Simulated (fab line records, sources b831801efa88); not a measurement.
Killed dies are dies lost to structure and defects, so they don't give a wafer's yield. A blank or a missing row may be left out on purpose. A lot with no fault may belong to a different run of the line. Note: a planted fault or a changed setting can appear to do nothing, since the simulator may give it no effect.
Which tool did it? | flow gf180mcu | 36 wafers from 12 lots sampled at 3 of the route's 602 steps

== WHAT EACH GAUGE READ, for each wafer ==
GF_CONTACT_RS_MEAS_25: measurement is done with a four-point probe. Usual: CONTACT_W_RS gives 0.384 ohm/sq (standard deviation 0.005).
lot  | measured     | on            | CONTACT_W_RS (ohm/sq) | flag
L822 | day 16 05:37 | film-metro-01 | 0.386 0.382 0.395     |
L823 | day 16 20:33 | film-metro-01 | 0.388 0.390 0.383     |
L825 | day 17 12:49 | film-metro-01 | 0.383 0.383 0.380     |
L824 | day 17 13:06 | film-metro-03 | 0.390 0.382 0.390     |
L830 | day 19 19:13 | film-metro-04 | 0.382 0.373 0.380     |
L831 | day 19 20:40 | film-metro-04 | 0.388 0.387 0.389     |
L833 | day 20 11:35 | film-metro-03 | 0.390 0.384 0.387     |
L834 | day 20 13:00 | film-metro-01 | 0.375 0.378 0.383     |
L835 | day 21 10:55 | film-metro-04 | 0.385 0.381 0.374     |
L836 | day 21 12:04 | film-metro-01 | 0.389 0.398 0.393     |
L843 | day 23 08:28 | film-metro-01 | 0.388 0.377 0.380     |
L844 | day 23 19:05 | film-metro-01 | 0.383 0.385 0.384     |

GF_V1_THK_MEAS_01. Usual: V1_CVD_00_THK gives 598 nm (standard deviation 7.6).
lot  | measured     | on            | V1_CVD_00_THK (nm) | flag
L822 | day 17 05:12 | film-metro-03 | 601 606 593        |
L823 | day 17 21:17 | film-metro-04 | 595 598 605        |
L825 | day 18 14:03 | film-metro-02 | 606 602 598        |
L824 | day 18 14:01 | film-metro-03 | 585 590 580        |
L830 | day 20 21:12 | film-metro-03 | 596 607 605        |
L831 | day 20 22:32 | film-metro-03 | 607 603 594        |
L833 | day 21 13:13 | film-metro-04 | 590 583 593        |
L834 | day 21 14:19 | film-metro-02 | 598 580 584        |
L835 | day 22 11:38 | film-metro-04 | 603 605 598        |
L836 | day 22 13:23 | film-metro-04 | 591 594 597        |
L843 | day 24 07:52 | film-metro-04 | 595 596 607        |
L844 | day 24 18:05 | film-metro-03 | 597 604 603        |

== EACH LOT AND THE TOOL THAT RAN IT (in order: tool; ch and the chambers of the sampled wafers; start) ==
lot  | GF_M1_STRIP_17
L822 | plasma-asher-03 ch 0,1, day 17 04:37
L823 | plasma-asher-04 ch 0,1, day 17 20:41
L825 | plasma-asher-03 ch 0,1, day 18 13:04
L824 | plasma-asher-01 ch 0,1, day 18 13:25
L830 | plasma-asher-01 ch 1, day 20 20:13
L831 | plasma-asher-01 ch 0,1, day 20 21:51
L833 | plasma-asher-03 ch 0,1, day 21 12:34
L834 | plasma-asher-01 ch 0,1, day 21 13:41
L835 | plasma-asher-01 ch 0,1, day 22 10:56
L836 | plasma-asher-01 ch 0,1, day 22 12:43
L843 | plasma-asher-03 ch 0,1, day 24 07:13
L844 | plasma-asher-01 ch 0,1, day 24 17:28
- GF_M1_STRIP_17: strips in O2/N2.

== WHAT THE TOOLS THEMSELVES READ (means of the sampled wafers that have a number; where no wafer has one, the mark that the record gives instead) ==
GF_M1_STRIP_17. Usual: drypump-motor-current-A 5.8 A, standard deviation 0.42; heater-power-w 307 W, standard deviation 16; oes-product-au 0.538 a.u., standard deviation 0.0047; platen-temp-c 249.97 C, standard deviation 0.18; strip-time-to-endpoint-s 7.39 s, standard deviation 0.044.
lot  | tool            | drypump-motor-current-A (A) | heater-power-w (W) | oes-product-au (a.u.) | platen-temp-c (C) | strip-time-to-endpoint-s (s) | flag
L822 | plasma-asher-03 | 6.0                         | 312                | 0.538                 | 250.05            | 7.41                         |
L823 | plasma-asher-04 | 6.2                         | 289                | 0.538                 | 250.07            | 7.39                         |
L825 | plasma-asher-03 | 6.2                         | 315                | 0.538                 | 249.93            | 7.41                         |
L824 | plasma-asher-01 | 5.5                         | 306                | 0.538                 | 249.88            | 7.39                         |
L830 | plasma-asher-01 | 5.4                         | 311                | 0.534                 | 250.19            | 7.36                         |
L831 | plasma-asher-01 | 5.4                         | 309                | 0.535                 | 249.94            | 7.40                         |
L833 | plasma-asher-03 | 5.9                         | 313                | 0.536                 | 249.97            | 7.37                         |
L834 | plasma-asher-01 | 5.5                         | 305                | 0.542                 | 249.92            | 7.38                         |
L835 | plasma-asher-01 | 5.5                         | 308                | 0.537                 | 250.05            | 7.37                         |
L836 | plasma-asher-01 | 5.4                         | 308                | 0.540                 | 249.93            | 7.35                         |
L843 | plasma-asher-03 | 6.2                         | 318                | 0.535                 | 250.00            | 7.41                         |
L844 | plasma-asher-01 | 5.5                         | 307                | 0.536                 | 250.11            | 7.42                         |

== THE ANSWER, worked out from the rows above alone ==
Rule: take the mean of a lot's wafers that have a number; if it is more than 3 standard deviations from the usual mean, the lot is off. Also off: a lot with no number at a reading for which 4 or more lots have one. All remaining lots with rows at the step are treated as sound. First the gauges in route order, then the tools' own readings, where a lot's mean is used as printed above. At the first step where some lot is off, the reading lying furthest off is the one used; lots without a number count as furthest.
No lot is off on any of the readings shown, so nothing can be concluded from this.

== WHAT THE SIMULATOR HAD INSERTED ==
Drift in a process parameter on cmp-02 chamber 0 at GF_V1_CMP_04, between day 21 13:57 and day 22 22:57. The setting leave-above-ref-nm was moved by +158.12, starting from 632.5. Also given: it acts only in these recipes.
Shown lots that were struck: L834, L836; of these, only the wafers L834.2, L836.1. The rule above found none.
